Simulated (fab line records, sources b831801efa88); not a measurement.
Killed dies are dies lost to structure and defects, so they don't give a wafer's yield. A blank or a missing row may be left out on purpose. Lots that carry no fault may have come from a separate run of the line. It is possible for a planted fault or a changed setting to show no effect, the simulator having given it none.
fab line records	flow gf180mcu
record lots=6	wafers=18	last_day=34
route steps=602 shown V1@340
lots that met no fault: from a run of the same line without faults
start_h: start of the lot's first displayed wafer, in hours after the record's first day	wait_h: how many hours have passed since the lot's step before this one	" unchanged from the row above	L1.1+2: a single row standing in for several wafers	- either no value or no given start	* or withheld: withheld	< > ~ a bound
route shown NAME@n: a module of which the file shows steps, and the number in the route of the first	usual: the fault-free wafers' mean and standard deviation	same: alike in all rows	chamber/n: place in a boat	sites: the reading at each site	_std_site: the standard deviation of these	_edge_site: mean of outer sites minus mean of inner sites	radius_mm: how far each site lies from the wafer's centre	mask NAME#n: copy n	behind: the tool/chamber that last shaped the wafer	hold: why the lot was held/for how many hours/how that ended	device: which transistor (n, p or np) failed to switch	end of line: tests run on the same wafers once the route is complete	for a step that has no rows: nothing shown but its recipe	killed: the dies lost at the first sort to structure and to defects; this is not the yield of the wafer	map: the dies of a wafer, with x for killed, . for not killed, _ for no die there
set.NAME: the setting as run; set.NAME@STEP: as run at that earlier step	model.NAME: the simulator's own value behind a step, which no gauge read
lots at selected steps of the route; one table per step, one row per wafer
services: from which hour (start_h, from the record's first day; less than 0 if before it) a tool's chamber was out of use, for how many hours, and why
## steps
# step GF_V1_BOW_MEAS_05
# recipe mode=bow
# usual V1_BOW=81/7
lot.wafer	tool	chamber	start_h	wait_h	V1_BOW[um]
L626.2	film_metro-03	-	402.99	0.1	69
L626.3	"	-	"	"	80
L626.6	"	-	"	"	72
L633.3	film_metro-02	-	461.51	0.2	85
L633.4	"	-	"	"	89
L633.6	"	-	"	"	91
L634.1	film_metro-01	-	467.72	0.1	66
L634.2	"	-	"	"	83
L634.6	"	-	"	"	83
L643.1	film_metro-02	-	540.03	0.1	73
L643.3	"	-	"	"	83
L643.4	"	-	"	"	65
L644.2	film_metro-01	-	550.90	0.2	88
L644.5	"	-	"	"	71
L644.6	"	-	"	"	74
L646.1	film_metro-03	-	567.06	0.2	87
L646.4	"	-	"	"	88
L646.6	"	-	"	"	75
# step GF_V1_DEHYDRATE_06
# recipe temp_c=200	time_s=60
# step GF_V1_HMDS_07
# recipe prime_time_s=60	prime_temp_c=120
# step GF_V1_COAT_08
# recipe resist=BARC	temp_c=withheld	time_s=withheld	spin_rpm=withheld	resist_thk_nm=withheld
# step GF_V1_COAT_09
# recipe resist=KrF	spin_rpm=withheld	resist_thk_nm=1000
# step GF_V1_SOFTBAKE_10
# recipe temp_c=130	time_s=60	resist=KrF
# step GF_V1_EXPOSE_11
# recipe mask_id=Via1	target_cd_nm=260	na=0.68	source_shape=conventional	sigma_outer=0.6	dose_mj=38
# step GF_V1_PEB_12
# recipe peb_temp_c=135	peb_time_s=90	resist=KrF
# step GF_V1_DEVELOP_13
# recipe develop_time_s=60	resist=KrF	dev_temp_c=21
# step GF_V1_CD_MEAS_14
# recipe target_cd_nm=260
# usual cd_nm=259.7/1.1
lot.wafer	tool	chamber	start_h	wait_h	cd_nm
L626.2	cd_sem-01	-	425.88	0.1	259.4
L626.3	"	-	"	"	257.5
L626.6	"	-	"	"	258.0
L633.3	cd_sem-02	-	485.63	0.1	260.8
L633.4	"	-	"	"	260.0
L633.6	"	-	"	"	261.2
L634.1	cd_sem-01	-	491.55	0.1	261.4
L634.2	"	-	"	"	260.7
L634.6	"	-	"	"	261.0
L643.1	cd_sem-02	-	562.44	0.1	259.3
L643.3	"	-	"	"	258.7
L643.4	"	-	"	"	259.1
L644.2	cd_sem-01	-	572.91	0.1	260.3
L644.5	"	-	"	"	259.2
L644.6	"	-	"	"	259.4
L646.1	cd_sem-02	-	588.39	0.1	259.6
L646.4	"	-	"	"	261.6
L646.6	"	-	"	"	259.7
# step GF_V1_OVL_MEAS_15
# usual V1_OVL=-2/5.2
lot.wafer	tool	chamber	start_h	wait_h	V1_OVL[nm]
L626.2	overlay-02	-	425.99	0.1	3
L626.3	"	-	"	"	9
L626.6	"	-	"	"	4
L633.3	overlay-01	-	485.72	0.1	1
L633.4	"	-	"	"	-5
L633.6	"	-	"	"	-6
L634.1	overlay-02	-	491.67	0.1	-2
L634.2	"	-	"	"	0
L634.6	"	-	"	"	-7
L643.1	overlay-01	-	562.56	0.1	-3
L643.3	"	-	"	"	-5
L643.4	"	-	"	"	-13
L644.2	overlay-02	-	573.01	0.1	-6
L644.5	"	-	"	"	-11
L644.6	"	-	"	"	-5
L646.1	overlay-02	-	588.51	0.1	-2
L646.4	"	-	"	"	-1
L646.6	"	-	"	"	-2
# step GF_V1_ETCH_16
# recipe chemistry=N2/H2	target_depth_a=withheld	overetch_a=withheld	time_s=withheld	target=BARC	ion_energy_ev=200	source_w=500	bias_w=100	pressure_mtorr=30	n2_flow_sccm=100	h2_flow_sccm=200
# usual bias_w=100.0/0.3	chamber_pressure_mTorr=29.997/0.027	drypump_motor_current_A=5.9/0.51	oes_product_au=0.855/0.0052	throttle_valve_pct=13.225/0.0089
lot.wafer	tool	chamber	start_h	wait_h	bias_w	chamber_pressure_mTorr	drypump_motor_current_A	oes_product_au	throttle_valve_pct
L626.2	rie_diel-01	1	426.02	0.0	100.3	29.989	6.0	0.867	13.238
L626.3	"	2	"	"	99.4	30.018	5.5	0.853	13.229
L626.6	"	3	"	"	100.8	30.016	5.7	0.847	13.232
L633.3	rie_diel-02	2	485.74	0.0	100.2	30.001	6.3	0.852	13.202
L633.4	"	0	"	"	100.0	29.970	6.3	0.853	13.237
L633.6	"	3	"	"	99.8	29.984	5.5	0.852	13.235
L634.1	rie_diel-04	1	491.71	0.0	100.0	29.991	5.3	0.853	13.227
L634.2	"	2	"	"	99.4	29.996	6.6	0.850	13.231
L634.6	"	1	"	"	100.3	30.010	5.3	0.856	13.218
L643.1	rie_diel-02	1	562.59	0.0	100.0	29.945	6.3	0.857	13.217
L643.3	"	2	"	"	99.6	29.967	6.3	0.850	13.235
L643.4	"	3	"	"	100.6	29.949	5.5	0.853	13.226
L644.2	rie_diel-01	1	573.04	0.0	100.5	29.985	6.0	0.853	13.210
L644.5	"	3	"	"	100.7	30.056	5.7	0.849	13.222
L644.6	"	2	"	"	100.0	30.011	5.6	0.850	13.222
L646.1	rie_diel-02	0	588.54	0.0	99.7	29.991	6.3	0.855	13.220
L646.4	"	2	"	"	100.0	30.001	6.3	0.857	13.229
L646.6	"	1	"	"	100.0	29.967	6.3	0.858	13.239
# step GF_V1_ETCH_17
# recipe chemistry=C4F8/O2/Ar	mask_material=KrF	target=SiO2	stop_on=TiN	source_w=1500	bias_w=1200	pressure_mtorr=40	c4f8_flow_sccm=withheld	O2_flow_sccm=6	Ar_flow_sccm=300	time_s=withheld	target_depth_a=6300
# usual bias_w=1199/3.6	chamber_pressure_mTorr=40.00/0.033	oes_product_au=0.856/0.0049
lot.wafer	tool	chamber	start_h	wait_h	bias_w	chamber_pressure_mTorr	oes_product_au
L626.2	rie_diel-01	1	426	-	1206	39.97	0.858
L626.3	"	2	"	"	1199	39.99	0.854
L626.6	"	3	"	"	1198	39.97	0.851
L633.3	rie_diel-02	2	485	-	-	-	-
L633.4	"	0	"	"	-	-	-
L633.6	"	3	"	"	-	-	-
L634.1	rie_diel-04	1	491	-	-	-	-
L634.2	"	2	"	"	-	-	-
L634.6	"	1	"	"	-	-	-
L643.1	rie_diel-02	1	562	-	1202	40.03	0.855
L643.3	"	2	"	"	1200	39.97	0.865
L643.4	"	3	"	"	1202	40.01	0.857
L644.2	rie_diel-01	1	573	-	1202	40.00	0.852
L644.5	"	3	"	"	1200	39.96	0.862
L644.6	"	2	"	"	1198	39.98	0.845
L646.1	rie_diel-02	0	588	-	1200	40.05	0.849
L646.4	"	2	"	"	1197	40.04	0.853
L646.6	"	1	"	"	1195	40.02	0.853
# step GF_V1_STRIP_18
# recipe chemistry=O2/N2	power_w=1400	pressure_mtorr=1500	platen_temp_c=250	o2_flow_sccm=3000	n2_flow_sccm=300	overash_fraction=0.5
# usual drypump_motor_current_A=5.9/0.33	heater_power_w=320/42	oes_product_au=0.592/0.0043	platen_temp_c=250.01/0.16
lot.wafer	tool	chamber	start_h	wait_h	drypump_motor_current_A	heater_power_w	oes_product_au	platen_temp_c	rf_hours_counter_h
L626.2	plasma_asher-01	1	426.15	-	5.6	361	0.590	250.21	66
L626.3	"	0	"	"	5.8	250	0.594	250.02	-
L626.6	"	0	"	"	5.8	252	0.597	250.30	-
L633.3	plasma_asher-03	1	485.91	-	6.3	352	0.666	249.93	-
L633.4	"	0	"	"	5.7	366	0.674	249.86	-
L633.6	"	0	"	"	5.7	371	0.668	249.92	-
L634.1	plasma_asher-01	1	491.84	-	5.7	355	0.677	250.03	74
L634.2	"	0	"	"	5.8	250	0.660	250.27	74
L634.6	"	1	"	"	5.7	356	0.671	249.84	-
L643.1	plasma_asher-02	1	562.72	-	5.6	329	0.597	250.16	43
L643.3	"	1	"	"	5.6	327	0.587	250.05	-
L643.4	"	0	"	"	6.5	289	0.591	250.10	-
L644.2	plasma_asher-03	1	573.17	-	6.3	360	0.588	249.78	95
L644.5	"	0	"	"	5.6	369	0.594	250.07	-
L644.6	"	1	"	"	6.3	361	0.597	249.81	-
L646.1	plasma_asher-01	1	588.67	-	5.6	360	0.593	250.11	84
L646.4	"	1	"	"	5.7	358	0.592	249.92	-
L646.6	"	1	"	"	5.7	356	0.595	249.84	-
# step GF_V1_STRIP_19
# recipe chemistry=post_etch_residue_remover	time_s=1200	temp_c=72.5
## services
tool	chamber	start_h	hours	kind
rie_diel-04	2	406.13	9.2	repair
plasma_asher-02	-	420.90	1.2	repair
rie_diel-01	-	432.02	4.3	pm
rie_diel-04	2	500.08	15.3	repair
rie_diel-04	1	515.37	-	clean
rie_diel-04	1	515.37	33.1	scheduled_down
rie_diel-04	1	515.37	33.1	vent_cycle
plasma_asher-01	-	519.76	6.1	repair
rie_diel-01	0	531.24	6.4	repair
rie_diel-02	0	534.27	4.5	repair
rie_diel-01	0	541.61	8.6	repair
rie_diel-01	3	553.27	5.4	repair
rie_diel-02	0	573.08	6.1	repair
rie_diel-02	3	579.14	-	clean
rie_diel-02	3	579.14	25.1	scheduled_down
rie_diel-02	3	579.14	25.1	vent_cycle
plasma_asher-03	-	586.01	2.2	repair
## key
first_sign step=GF_V1_ETCH_17	reading=tool_record	direction=missing
effect step=GF_V1_STRIP_18	reading=oes_product_au	direction=up	sigmas=18	usual=0.592	struck=0.669
met_at GF_V1_ETCH_17
struck_wafers L633.3,L633.4,L633.6,L634.1,L634.2,L634.6
later_rows_left_out L633.3,L633.4,L633.6,L634.1,L634.2,L634.6
sort_left_out L633.3,L633.4,L633.6,L634.1,L634.2,L634.6
fault kind=skipped_step_whole	tool=rie_diel-02,rie_diel-04	chamber=-	onset_h=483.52	steps=GF_V1_ETCH_17	scope=struck_lots_only
# sort_left_out: the simulated sort isn't trusted on such a fault, so these wafers' sort isn't shown, and their yield isn't known
# later_rows_left_out: the simulator's readings of these wafers behind a module that went badly wrong aren't trusted and aren't shown, but for the sort
